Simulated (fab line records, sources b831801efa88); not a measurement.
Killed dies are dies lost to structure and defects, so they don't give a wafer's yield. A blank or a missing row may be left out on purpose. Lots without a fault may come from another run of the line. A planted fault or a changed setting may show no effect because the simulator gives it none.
Which tool did it? | flow gf180mcu | 15 lots, 45 wafers sampled, at 4 steps of a route of 602

WHAT THE GAUGES READ, wafer by wafer
GF_SALICIDE_RS_MEAS_04: measures by four-point-probe. Usual: SALICIDE_TIN_RS 16.37 ohm/sq, standard deviation 0.26.
lot  | measured     | on            | SALICIDE_TIN_RS (ohm/sq) | flag
L276 | day 15 03:14 | film_metro-01 | 16.09 16.64 16.15        |
L277 | day 15 17:50 | film_metro-01 | 16.28 16.62 16.51        |
L278 | day 15 20:16 | film_metro-03 | 16.57 16.96 16.64        |
L279 | day 16 04:02 | film_metro-01 | 16.65 16.23 16.58        |
L280 | day 16 12:12 | film_metro-01 | 16.08 15.88 16.08        |
L281 | day 17 01:16 | film_metro-01 | 16.10 16.48 15.98        |
L282 | day 17 10:03 | film_metro-01 | 16.53 16.39 16.57        |
L283 | day 17 18:33 | film_metro-01 | 16.27 16.58 16.75        |
L284 | day 18 03:11 | film_metro-03 | 16.47 16.56 16.49        |
L285 | day 18 10:25 | film_metro-01 | 16.14 16.12 16.22        |
L286 | day 19 01:39 | film_metro-03 | 16.18 16.27 16.19        |
L292 | day 21 00:22 | film_metro-03 | 16.63 16.28 16.61        |
L293 | day 21 06:28 | film_metro-03 | 15.85 16.22 16.53        |
L294 | day 21 18:58 | film_metro-03 | 16.62 16.68 16.78        |
L297 | day 22 14:31 | film_metro-01 | 16.69 16.54 16.53        |

GF_M1_CD_MEAS_14: target cd 230 nm. Usual: cd_nm 230.2 nm, standard deviation 1.3.
lot  | measured     | on        | cd_nm (nm)        | flag
L276 | day 17 02:09 | cd_sem-02 | 230.5 231.7 230.4 |
L277 | day 17 17:50 | cd_sem-01 | 230.1 231.7 232.6 |
L278 | day 17 21:33 | cd_sem-02 | 232.1 232.2 232.1 |
L279 | day 18 04:55 | cd_sem-02 | 231.7 233.6 232.4 |
L280 | day 18 12:59 | cd_sem-02 | 228.9 229.7 229.1 |
L281 | day 19 02:43 | cd_sem-01 | 229.4 231.3 230.5 |
L282 | day 19 12:12 | cd_sem-02 | 229.3 228.9 229.0 |
L283 | day 19 21:36 | cd_sem-01 | 229.4 228.6 229.1 |
L284 | day 20 05:55 | cd_sem-02 | 228.5 229.8 230.1 |
L285 | day 20 12:27 | cd_sem-01 | 229.4 229.5 230.6 |
L286 | day 21 05:04 | cd_sem-01 | 229.9 229.2 229.7 |
L292 | day 23 02:53 | cd_sem-02 | 268.0 268.2 267.6 | OFF
L293 | day 23 08:20 | cd_sem-02 | 268.6 268.1 268.5 | OFF
L294 | day 23 19:43 | cd_sem-01 | 253.1 254.9 252.8 | OFF
L297 | day 24 14:44 | cd_sem-02 | 230.3 233.2 230.3 |

WHICH TOOL RAN EACH LOT (tool, then ch and the chambers of the sampled wafers, then the start)
lot  | GF_SALICIDE_RTA_08               | GF_M1_EXPOSE_11
L276 | rtp_anneal-02 ch 0, day 15 03:43 | krf_scanner-01 ch 0, day 16 15:21
L277 | rtp_anneal-02 ch 0, day 15 18:13 | krf_scanner-02 ch 0, day 17 06:04
L278 | rtp_anneal-02 ch 0, day 15 20:38 | krf_scanner-02 ch 0, day 17 10:24
L279 | rtp_anneal-02 ch 0, day 16 04:25 | krf_scanner-01 ch 0, day 17 17:24
L280 | rtp_anneal-02 ch 0, day 16 12:35 | krf_scanner-01 ch 0, day 18 01:23
L281 | rtp_anneal-02 ch 0, day 17 01:39 | krf_scanner-01 ch 0, day 18 15:07
L282 | rtp_anneal-01 ch 0, day 17 10:28 | krf_scanner-02 ch 0, day 19 00:10
L283 | rtp_anneal-01 ch 0, day 17 18:55 | krf_scanner-02 ch 0, day 19 09:36
L284 | rtp_anneal-02 ch 0, day 18 03:32 | krf_scanner-02 ch 0, day 19 18:13
L285 | rtp_anneal-02 ch 0, day 18 10:48 | krf_scanner-02 ch 0, day 20 00:45
L286 | rtp_anneal-02 ch 0, day 19 02:01 | krf_scanner-01 ch 0, day 20 17:14
L292 | rtp_anneal-02 ch 0, day 21 00:44 | krf_scanner-01 ch 0, day 22 15:16
L293 | rtp_anneal-01 ch 0, day 21 06:51 | krf_scanner-01 ch 0, day 22 21:15
L294 | rtp_anneal-02 ch 0, day 21 19:20 | krf_scanner-01 ch 0, day 23 08:28
L297 | rtp_anneal-02 ch 0, day 22 14:54 | krf_scanner-02 ch 0, day 24 04:01
- GF_SALICIDE_RTA_08: time 30 s.
- GF_M1_EXPOSE_11: exposes mask Metal1, target cd 230 nm.

WHAT THE TOOLS THEMSELVES READ (means of the sampled wafers that have a number; where no wafer has one, the mark that the record gives instead)
GF_SALICIDE_RTA_08. Usual: lamp_power_pct 19.1 %, standard deviation 0.31; wafer_temp_C_max 803.1, standard deviation 0.65.
lot  | tool          | lamp_power_pct (%) | wafer_temp_C_max | flag
L276 | rtp_anneal-02 | 19.2               | 802.5            |
L277 | rtp_anneal-02 | 19.2               | 802.9            |
L278 | rtp_anneal-02 | 19.2               | 802.6            |
L279 | rtp_anneal-02 | 19.2               | 803.0            |
L280 | rtp_anneal-02 | 19.2               | 804.0            |
L281 | rtp_anneal-02 | 19.2               | 803.9            |
L282 | rtp_anneal-01 | 18.6               | 802.9            |
L283 | rtp_anneal-01 | 18.5               | 802.7            |
L284 | rtp_anneal-02 | 19.2               | 803.1            |
L285 | rtp_anneal-02 | 19.3               | 803.8            |
L286 | rtp_anneal-02 | 19.2               | 803.3            |
L292 | rtp_anneal-02 | 19.2               | 802.7            |
L293 | rtp_anneal-01 | 18.5               | 802.7            |
L294 | rtp_anneal-02 | 19.3               | 803.6            |
L297 | rtp_anneal-02 | 19.3               | 803.3            |

GF_M1_EXPOSE_11. Usual: exposure_dose_mJ_cm2 28.000, standard deviation 0.026.
lot  | tool           | exposure_dose_mJ_cm2 | flag
L276 | krf_scanner-01 | 27.989               |
L277 | krf_scanner-02 | 27.961               |
L278 | krf_scanner-02 | 28.016               |
L279 | krf_scanner-01 | 27.982               |
L280 | krf_scanner-01 | 27.992               |
L281 | krf_scanner-01 | 28.023               |
L282 | krf_scanner-02 | 28.001               |
L283 | krf_scanner-02 | 27.985               |
L284 | krf_scanner-02 | 27.994               |
L285 | krf_scanner-02 | 28.012               |
L286 | krf_scanner-01 | 28.008               |
L292 | krf_scanner-01 | 21.834               | OFF
L293 | krf_scanner-01 | 21.819               | OFF
L294 | krf_scanner-01 | 24.066               | OFF
L297 | krf_scanner-02 | 27.976               |

THE ANSWER, worked out from the rows above alone
Rule: a lot is off if the mean of its wafers that have a number lies more than 3 standard deviations from the usual mean. A lot without any number at a reading at which 4 lots or more have one is off too. The other lots that the step has rows for count as sound. The gauges are gone through in route order, then the tools' own readings, and for those a lot's mean is taken as printed above. The first step at which some lot is off is used, and at that step the reading that is off furthest; a lot without a number counts as furthest.
Off: L292, L293, L294, at GF_M1_CD_MEAS_14 (cd_nm).
A tool fits if, at a process step before that reading, it ran every lot that is off, and no sound lot after the first of them. The gauges at GF_M1_CD_MEAS_14 aren't tried: what is off there is off at GF_M1_EXPOSE_11 too, on other tools, and a gauge's error can't cause that. One fits: krf_scanner-01 at GF_M1_EXPOSE_11. Its last sound lot is L286 (day 20 17:14), its first lot that is off L292 (day 22 15:16): a fault that began between those two fits.
The tool's own readings at GF_M1_EXPOSE_11 bear it out: on the lots that are off they differ by more than 5 times the standard deviation of the sound lots' means. exposure_dose_mJ_cm2 reads 22.573 there against 27.995 on the sound lots.

WHAT THE SIMULATOR HAD PUT IN
Process parameter drift: krf_scanner-01, from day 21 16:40 on, at GF_M1_EXPOSE_11. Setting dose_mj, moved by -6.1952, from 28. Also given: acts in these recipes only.
Lots struck among those shown: L292, L293, L294. The rule above found the same.
